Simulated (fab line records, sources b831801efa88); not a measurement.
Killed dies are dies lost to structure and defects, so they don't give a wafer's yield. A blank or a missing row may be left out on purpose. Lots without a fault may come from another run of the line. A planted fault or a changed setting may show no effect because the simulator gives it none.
Chamber matching | flow sky130 | SKY_METAL3_ETCH_17 on rie_diel-03: 4 sister chambers
The step etches SiO2 in C4F8/O2/Ar, stops on TiN, time 3.9 s, target depth 15 nm. 8 wafers are shown with their chamber, then 10 later ones without.

WAFERS WITH THEIR CHAMBER
wafer  | chamber | oes_product_au (a.u.)
L082.5 | 2       | 0.746
L083.3 | 0       | 0.760
L083.4 | 2       | 0.756
L084.1 | 3       | 0.749
L084.4 | 1       | 0.763
L084.5 | 0       | 0.755
L085.2 | 1       | 0.746
L085.3 | 3       | 0.745

WAFERS WITHOUT THEIR CHAMBER
wafer  | oes_product_au (a.u.)
L085.4 | 0.763
L092.2 | 0.765
L092.4 | 0.762
L092.6 | 0.767
L094.1 | 0.752
L094.3 | 0.749
L094.4 | 0.753
L096.1 | 0.761
L096.3 | 0.753
L096.4 | 0.756

WHICH CHAMBER EACH WENT THROUGH
wafer  | from the rows above               | in truth
L085.4 | can't be placed: 0 or 1 or 2 or 3 | 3
L092.2 | can't be placed: 0 or 1 or 2 or 3 | 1
L092.4 | can't be placed: 0 or 1 or 2 or 3 | 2
L092.6 | can't be placed: 0 or 1 or 2 or 3 | 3
L094.1 | can't be placed: 2 or 1 or 3 or 0 | 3
L094.3 | can't be placed: 2 or 3 or 1 or 0 | 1
L094.4 | can't be placed: 1 or 2 or 0 or 3 | 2
L096.1 | can't be placed: 0 or 1 or 2 or 3 | 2
L096.3 | can't be placed: 1 or 2 or 0 or 3 | 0
L096.4 | can't be placed: 0 or 1 or 2 or 3 | 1
Placed correctly: 0 of 10. Can't be placed from these rows: 10 (the true chamber is among the candidates in 10). Placed wrongly: 0.
How it was worked out, from the rows above alone: a wafer's distance from a chamber is the root of the sum, over the readings, of the square of ((its reading less the chamber's mean) divided by the reading's scatter). The wafer belongs to the nearest chamber; if the next one is less than 2 further off, it can't be placed. A chamber's mean is the mean of its shown wafers. The scatter: the root of (the sum of the squares of (reading less its chamber's mean) over the shown wafers, divided by (wafers less chambers)).
